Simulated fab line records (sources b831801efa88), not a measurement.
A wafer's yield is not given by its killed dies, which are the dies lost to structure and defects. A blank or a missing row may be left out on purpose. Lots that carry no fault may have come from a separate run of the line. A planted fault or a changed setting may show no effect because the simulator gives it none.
fab line records	flow sky130
[record] lots = 11	wafers = 33	last-day = 50
route steps=708 shown RES_XHIGH@341 SD_N@356 SD_P@359 LI_CONTACT@376
lots untouched by any fault: they come from a run of this same line in which no faults occurred
start-h: hours from the record's opening day to when the first of the lot's shown wafers began	wait-h: hours from the lot's prior step to this one	" same as the row above	L1.1+2: a row that stands for several wafers	- no value, or no start was given	* or withheld: withheld	< > ~ a bound
route shown NAME@n: a module of which the file shows steps, and the number in the route of the first	usual: mean/standard deviation taken from wafers without a fault	same: alike in all rows	chamber/n: place in a boat	sites: the reading at each site	_std_site: the standard deviation of these	_edge_site: mean of outer sites minus mean of inner sites	radius-mm: for every site, how far away it sits from the centre of the wafer	mask NAME#n: copy n	behind: the most recent tool/chamber to have shaped the wafer	hold: the reason the lot was held/the length of the hold in hours/how it ended	device: whichever transistor did not switch (one of n, p or np)	end of line: the same wafers' tests at the end of the route	a step without rows: its recipe alone	killed: at the first sort, the dies lost to defects and structure; wafer yield is something else	map: a wafer's dies, x killed, . not, _ none there
set.NAME: the setting as run; set.NAME@STEP: as run at that earlier step	model.NAME: the simulator's own value behind a step, which no gauge read
a sample of lots followed through the steps of the route, with each step as a table and each wafer as a row
services: a tool's chamber out of use, with start hour (start-h, from the record's first day; less than 0 if before it), hours out, and reason
[[steps]]
[step SKY_RES_XHIGH_TW_MEAS_09]
[usual] RES_XHIGH_TW = 1635/18
lot.wafer	tool	chamber	start-h	wait-h	RES_XHIGH_TW
L548.3	film-metro-04	-	620.49	0.1	1649
L548.5	"	-	"	"	1651
L548.6	"	-	"	"	1642
L550.4	film-metro-03	-	637.20	0.1	1620
L550.5	"	-	"	"	1622
L550.6	"	-	"	"	1616
L551.1	film-metro-01	-	650.31	0.1	1658
L551.3	"	-	"	"	1662
L551.6	"	-	"	"	1661
L552.3	film-metro-01	-	660.93	0.1	1673
L552.4	"	-	"	"	1658
L552.5	"	-	"	"	1666
L554.2	film-metro-01	-	674.79	0.1	1649
L554.3	"	-	"	"	1669
L554.6	"	-	"	"	1656
L555.3	film-metro-03	-	684.88	0.1	1616
L555.5	"	-	"	"	1616
L555.6	"	-	"	"	1611
L559.2	film-metro-03	-	717.22	0.1	1614
L559.4	"	-	"	"	1610
L559.5	"	-	"	"	1618
L561.1	film-metro-04	-	732.06	0.1	1641
L561.5	"	-	"	"	1645
L561.6	"	-	"	"	1633
L568.2	film-metro-01	-	782.04	0.1	1653
L568.5	"	-	"	"	1650
L568.6	"	-	"	"	1648
L569.1	film-metro-03	-	793.88	0.1	1617
L569.2	"	-	"	"	1625
L569.5	"	-	"	"	1621
L570.2	film-metro-04	-	798.57	0.1	1634
L570.3	"	-	"	"	1630
L570.6	"	-	"	"	1633
[step SKY_SD_N_RTA_14]
[recipe] temp-c = 1075	time-s = 2	idle-temp-c = 650	ramp-up-c-per-s = 150	ramp-down-c-per-s = 90	ambient = N2
[usual] lamp-power-pct = 15.74/0.051	ramp-down-c-per-s = 89.999/0.016	wafer_temp_C_max = 1078.1/1.4
lot.wafer	tool	chamber	start-h	wait-h	lamp-power-pct	ramp-down-c-per-s	wafer_temp_C_max
L548.3	rtp-anneal-01	0	649.52	0.0	15.71	90.020	1078.4
L548.5	"	0	"	"	15.88	89.991	1079.1
L548.6	"	0	"	"	15.78	90.018	1078.2
L550.4	rtp-anneal-01	0	665.81	0.0	15.72	89.987	1078.0
L550.5	"	0	"	"	15.76	89.962	1078.8
L550.6	"	0	"	"	15.83	90.018	1078.2
L551.1	rtp-anneal-02	0	678.63	0.0	15.77	89.989	1078.6
L551.3	"	0	"	"	15.68	90.000	1077.0
L551.6	"	0	"	"	15.73	89.998	1078.0
L552.3	rtp-anneal-01	0	689.85	0.0	15.72	90.005	1078.2
L552.4	"	0	"	"	15.74	90.026	1079.6
L552.5	"	0	"	"	15.83	90.012	1079.2
L554.2	rtp-anneal-01	0	703.38	0.0	15.66	90.009	1077.7
L554.3	"	0	"	"	15.80	89.982	1080.5
L554.6	"	0	"	"	15.72	90.009	1079.8
L555.3	rtp-anneal-02	0	714.14	0.0	15.79	89.984	1078.0
L555.5	"	0	"	"	15.65	90.024	1078.7
L555.6	"	0	"	"	15.82	90.000	1078.4
L559.2	rtp-anneal-02	0	745.03	0.0	15.14	89.992	1055.3
L559.4	"	0	"	"	15.07	90.000	1052.8
L559.5	"	0	"	"	15.13	89.985	1053.9
L561.1	rtp-anneal-02	0	759.35	0.0	15.06	90.007	1053.2
L561.5	"	0	"	"	15.17	89.998	1055.1
L561.6	"	0	"	"	15.09	89.979	1053.0
L568.2	rtp-anneal-01	0	808.41	0.0	15.75	89.990	1080.8
L568.5	"	0	"	"	15.72	90.006	1079.3
L568.6	"	0	"	"	15.68	89.995	1078.3
L569.1	rtp-anneal-02	0	820.73	0.0	15.75	89.989	1076.7
L569.2	"	0	"	"	15.73	89.969	1077.1
L569.5	"	0	"	"	15.78	89.987	1079.9
L570.2	rtp-anneal-01	0	825.89	0.0	15.76	90.016	1078.5
L570.3	"	0	"	"	15.70	90.009	1082.8
L570.6	"	0	"	"	15.68	90.013	1078.1
[step SKY_SD_N_RS_MEAS_16]
[recipe] thk-meas-gauge = four-point-probe
[usual] SD_N_RS = 68.56/0.15
lot.wafer	tool	chamber	start-h	wait-h	SD_N_RS[ohm/sq]
L548.3	film-metro-04	-	649.72	0.1	68.49
L548.5	"	-	"	"	68.48
L548.6	"	-	"	"	68.40
L550.4	film-metro-04	-	666.01	0.1	68.53
L550.5	"	-	"	"	68.34
L550.6	"	-	"	"	68.35
L551.1	film-metro-01	-	678.80	0.1	68.72
L551.3	"	-	"	"	68.81
L551.6	"	-	"	"	68.68
L552.3	film-metro-04	-	690.04	0.1	68.72
L552.4	"	-	"	"	68.64
L552.5	"	-	"	"	68.72
L554.2	film-metro-01	-	703.56	0.1	68.79
L554.3	"	-	"	"	68.84
L554.6	"	-	"	"	68.75
L555.3	film-metro-03	-	714.33	0.1	68.49
L555.5	"	-	"	"	68.48
L555.6	"	-	"	"	68.07
L559.2	film-metro-04	-	745.21	0.1	72.20
L559.4	"	-	"	"	72.45
L559.5	"	-	"	"	72.36
L561.1	film-metro-03	-	759.52	0.1	72.11
L561.5	"	-	"	"	72.05
L561.6	"	-	"	"	72.13
L568.2	film-metro-01	-	808.60	0.1	68.85
L568.5	"	-	"	"	68.73
L568.6	"	-	"	"	68.73
L569.1	film-metro-01	-	820.90	0.1	68.73
L569.2	"	-	"	"	68.55
L569.5	"	-	"	"	68.64
L570.2	film-metro-04	-	826.07	0.1	68.66
L570.3	"	-	"	"	68.60
L570.6	"	-	"	"	68.53
[step SKY_SD_N_RS_MEAS_17]
[recipe] thk-meas-gauge = four-point-probe
[usual] SD_P_RS = 147.1/0.38
lot.wafer	tool	chamber	start-h	wait-h	SD_P_RS[ohm/sq]
L548.3	film-metro-04	-	649.84	0.1	147.4
L548.5	"	-	"	"	147.4
L548.6	"	-	"	"	146.9
L550.4	film-metro-04	-	666.13	0.1	146.5
L550.5	"	-	"	"	146.8
L550.6	"	-	"	"	147.0
L551.1	film-metro-01	-	678.92	0.1	147.0
L551.3	"	-	"	"	147.4
L551.6	"	-	"	"	147.4
L552.3	film-metro-04	-	690.16	0.1	147.0
L552.4	"	-	"	"	147.7
L552.5	"	-	"	"	147.4
L554.2	film-metro-01	-	703.68	0.1	147.4
L554.3	"	-	"	"	147.1
L554.6	"	-	"	"	147.4
L555.3	film-metro-03	-	714.45	0.1	146.4
L555.5	"	-	"	"	146.6
L555.6	"	-	"	"	146.2
L559.2	film-metro-04	-	745.33	0.1	168.9
L559.4	"	-	"	"	168.8
L559.5	"	-	"	"	169.2
L561.1	film-metro-03	-	759.64	0.1	168.1
L561.5	"	-	"	"	167.8
L561.6	"	-	"	"	167.7
L568.2	film-metro-01	-	808.72	0.1	147.4
L568.5	"	-	"	"	147.9
L568.6	"	-	"	"	147.4
L569.1	film-metro-01	-	821.02	0.1	148.0
L569.2	"	-	"	"	147.0
L569.5	"	-	"	"	147.5
L570.2	film-metro-04	-	826.19	0.1	147.2
L570.3	"	-	"	"	147.2
L570.6	"	-	"	"	146.8
[step SKY_LI_CONTACT_ETCH_14]
[recipe] chemistry = N2/H2	target = BARC	ion-energy-ev = 200	source-w = 500	bias-w = 100	pressure-mtorr = 30	n2-flow-sccm = 100	h2-flow-sccm = 200	stop-on = SiO2	time-s = 45.9	target-depth-a = 600
[usual] drypump-motor-current-A = 5.8/0.46	oes-product-au = 0.855/0.0051	throttle-valve-pct = 13.225/0.0085
lot.wafer	tool	chamber	start-h	wait-h	drypump-motor-current-A	oes-product-au	rf-hours-counter-h	throttle-valve-pct
L548.3	rie-diel-02	1	678.88	0.0	6.0	0.850	7	13.239
L548.5	"	1	"	"	6.0	0.855	-	13.220
L548.6	"	0	"	"	5.7	0.861	-	13.224
L550.4	rie-diel-02	1	694.41	0.0	6.0	0.856	7	13.235
L550.5	"	2	"	"	5.4	0.853	-	13.232
L550.6	"	3	"	"	5.4	0.854	-	13.224
L551.1	rie-diel-01	3	708.59	0.0	6.1	0.853	9	13.230
L551.3	"	2	"	"	4.8	0.849	14	13.208
L551.6	"	3	"	"	6.1	0.861	-	13.216
L552.3	rie-diel-02	1	719.69	0.0	6.0	0.856	8	13.207
L552.4	"	0	"	"	5.7	0.858	51	13.218
L552.5	"	2	"	"	5.4	0.861	-	13.226
L554.2	rie-diel-01	0	732.96	0.0	6.2	0.857	21	13.224
L554.3	"	2	"	"	4.8	0.856	14	13.221
L554.6	"	2	"	"	4.9	0.856	-	13.215
L555.3	rie-diel-02	1	742.78	0.0	6.0	0.853	9	13.220
L555.5	"	3	"	"	5.4	0.855	-	13.219
L555.6	"	1	"	"	6.0	0.860	-	13.238
L559.2	rie-diel-04	3	773.29	0.0	6.4	0.850	5	13.220
L559.4	"	1	"	"	5.9	0.855	1	13.211
L559.5	"	0	"	"	5.2	0.857	-	13.229
L561.1	rie-diel-02	2	787.53	0.0	5.4	0.862	12	13.219
L561.5	"	2	"	"	5.4	0.858	-	13.220
L561.6	"	1	"	"	6.0	0.857	-	13.218
L568.2	rie-diel-04	0	835.96	0.0	5.0	0.852	4	13.225
L568.5	"	0	"	"	5.1	0.849	-	13.222
L568.6	"	1	"	"	5.9	0.852	-	13.207
L569.1	rie-diel-02	3	847.98	0.0	5.4	0.853	9	13.220
L569.2	"	1	"	"	6.0	0.849	12	13.224
L569.5	"	3	"	"	5.4	0.858	-	13.235
L570.2	rie-diel-01	0	853.08	0.0	6.2	0.858	24	13.221
L570.3	"	3	"	"	6.2	0.852	13	13.234
L570.6	"	0	"	"	6.2	0.858	-	13.231
[step SKY_LI_CONTACT_THK_MEAS_23]
[recipe] thk-meas-gauge = xrf	reads = W_of_LI_CONTACT_CVD_21
[usual] LI_CONTACT_W_THK = 405/7
lot.wafer	tool	chamber	start-h	wait-h	LI_CONTACT_W_THK[nm]
L548.3	film-metro-04	-	679.84	0.1	397
L548.5	"	-	"	"	393
L548.6	"	-	"	"	397
L550.4	film-metro-04	-	695.24	0.1	397
L550.5	"	-	"	"	402
L550.6	"	-	"	"	393
L551.1	film-metro-04	-	709.40	0.1	397
L551.3	"	-	"	"	395
L551.6	"	-	"	"	396
L552.3	film-metro-03	-	720.51	0.1	404
L552.4	"	-	"	"	406
L552.5	"	-	"	"	409
L554.2	film-metro-03	-	733.79	0.1	399
L554.3	"	-	"	"	405
L554.6	"	-	"	"	399
L555.3	film-metro-01	-	743.78	0.1	410
L555.5	"	-	"	"	408
L555.6	"	-	"	"	418
L559.2	film-metro-01	-	774.10	0.1	415
L559.4	"	-	"	"	417
L559.5	"	-	"	"	413
L561.1	film-metro-01	-	788.35	0.1	408
L561.5	"	-	"	"	415
L561.6	"	-	"	"	416
L568.2	film-metro-03	-	836.77	0.1	392
L568.5	"	-	"	"	395
L568.6	"	-	"	"	388
L569.1	film-metro-04	-	848.80	0.1	400
L569.2	"	-	"	"	394
L569.5	"	-	"	"	403
L570.2	film-metro-04	-	854.02	0.1	407
L570.3	"	-	"	"	406
L570.6	"	-	"	"	406
[[services]]
tool	chamber	start-h	hours	kind
rie-diel-02	2	628.66	6.9	repair
rie-diel-02	3	674.76	8.8	repair
rie-diel-01	3	687.03	7.5	repair
rie-diel-04	1	689.63	-	clean
rie-diel-04	1	689.63	15.9	scheduled-down
rie-diel-04	1	689.63	15.9	vent-cycle
rie-diel-02	0	719.92	-	clean
rie-diel-02	0	719.92	23.7	scheduled-down
rie-diel-02	0	719.92	23.7	vent-cycle
rie-diel-04	1	725.85	12.6	repair
rie-diel-04	-	741.43	2.8	pm
rie-diel-02	3	764.69	3.4	repair
rie-diel-01	3	795.34	8.8	repair
rie-diel-04	1	800.22	8.2	repair
rie-diel-04	2	842.39	7.5	repair
[[key]]
[first-sign] step = SKY_SD_N_RTA_14	reading = wafer_temp_C_max	direction = down	sigmas = 18	usual = *	struck = *
[effect] step = SKY_SD_N_RTA_14	reading = lamp-power-pct	direction = down	sigmas = 12	usual = 15.74	struck = 15.11
[effect] step = SKY_SD_N_RS_MEAS_16	reading = SD_N_RS	direction = up	sigmas = 24	usual = 68.56	struck = 72.22
[effect] step = SKY_SD_N_RS_MEAS_17	reading = SD_P_RS	direction = up	sigmas = 56	usual = 147.1	struck = 168.4
met-at SKY_SD_N_RTA_14
struck-lots L559,L561
tester-left-out L559,L561
not-acting-at SKY_RES_XHIGH_TW_MEAS_09,SKY_LI_CONTACT_ETCH_14,SKY_LI_CONTACT_THK_MEAS_23
onset-between 714.14 745.03
[fault] kind = process-parameter-drift	tool = rtp-anneal-02	chamber = -	onset-h = 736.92	steps = SKY_SD_N_RTA_14	channel = temp-c	offset = *	shape = step	end-h = 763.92	acts-in = *	stated = *
// tester-left-out: of these lots the tester's yield and bins aren't shown, on N5 and GAA mostly nor the transistor test; their killed dies are dies lost to structure and defects alone, not to doping, threshold or leakage, so they don't give the yield
